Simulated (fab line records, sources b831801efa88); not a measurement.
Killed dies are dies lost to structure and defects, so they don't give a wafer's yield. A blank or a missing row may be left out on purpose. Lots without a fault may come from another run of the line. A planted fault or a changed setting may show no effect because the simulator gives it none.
Which tool did it? | flow sky130 | 12 lots, 36 wafers sampled, at 3 steps of a route of 708

WHAT THE GAUGES READ, wafer by wafer
SKY_METAL1_RS_MEAS_05: measures by four-point-probe.
lot  | measured     | on            | METAL1_ALCU_RS (ohm/sq)
L075 | day 32 02:03 | film_metro-04 | 0.1275 0.1268 0.1273
L077 | day 32 19:22 | film_metro-01 | 0.1260 0.1252 0.1259
L079 | day 33 02:34 | film_metro-03 | 0.1258 0.1261 0.1267
L081 | day 33 16:38 | film_metro-03 | 0.1287 0.1279 0.1285
L083 | day 34 09:05 | film_metro-03 | 0.1271 0.1278 0.1274
L085 | day 35 02:43 | film_metro-03 | 0.1265 0.1266 0.1269
L087 | day 35 14:41 | film_metro-01 | 0.1284 0.1276 0.1277
L089 | day 36 13:43 | film_metro-04 | 0.1256 0.1256 0.1264
L091 | day 37 10:06 | film_metro-03 | 0.1266 0.1260 0.1256
L092 | day 37 16:02 | film_metro-04 | 0.1274 0.1282 0.1266
L095 | day 38 21:47 | film_metro-04 | 0.1258 0.1259 0.1254
L096 | day 39 07:05 | film_metro-01 | 0.1267 0.1262 0.1280

WHICH TOOL RAN EACH LOT (tool, then ch and the chambers of the sampled wafers, then the start)
lot  | SKY_LOCAL_INTERCONNECT_STRIP_15      | SKY_METAL1_SPUTTER_01
L075 | plasma_asher-02 ch 0,1, day 30 19:47 | pvd_sputter-04, day 32 01:52
L077 | plasma_asher-03 ch 0,1, day 31 12:58 | pvd_sputter-03, day 32 19:14
L079 | plasma_asher-03 ch 0,1, day 31 20:40 | pvd_sputter-03, day 33 02:26
L081 | plasma_asher-04 ch 0,1, day 32 11:54 | pvd_sputter-04, day 33 16:31
L083 | plasma_asher-03 ch 0,1, day 33 03:19 | pvd_sputter-03, day 34 08:57
L085 | plasma_asher-04 ch 0,1, day 33 22:40 | pvd_sputter-04, day 35 02:36
L087 | plasma_asher-03 ch 0,1, day 34 09:14 | pvd_sputter-03, day 35 14:32
L089 | plasma_asher-03 ch 0,1, day 35 08:37 | pvd_sputter-03, day 36 13:34
L091 | plasma_asher-02 ch 0,1, day 36 06:16 | pvd_sputter-04, day 37 09:59
L092 | plasma_asher-03 ch 0,1, day 36 11:34 | pvd_sputter-04, day 37 15:55
L095 | plasma_asher-04 ch 0,1, day 37 17:43 | pvd_sputter-04, day 38 21:40
L096 | plasma_asher-04 ch 0,1, day 38 02:56 | pvd_sputter-03, day 39 06:55
- SKY_LOCAL_INTERCONNECT_STRIP_15: strips in O2/N2.
- SKY_METAL1_SPUTTER_01: material TiN, target thk 20 nm, time 16.7 s.

THE ANSWER, worked out from the rows above alone
Rule: what is usual is taken from the lots themselves. Put in order of their means at a reading, lots are off if they are a third of the lots or fewer, leave a main group of 4 or more, and stand apart from it by a gap of 3 or more times the standard deviation of the main group's means; of several such gaps the widest counts. A main group whose means are all the same, to the digits that the tables above print for the reading, isn't used. A lot without any number at a reading at which 4 lots or more have one is off too. The other lots that the step has rows for count as sound.
No lot is off at any reading shown: from this, nothing can be told.

WHAT THE SIMULATOR HAD PUT IN
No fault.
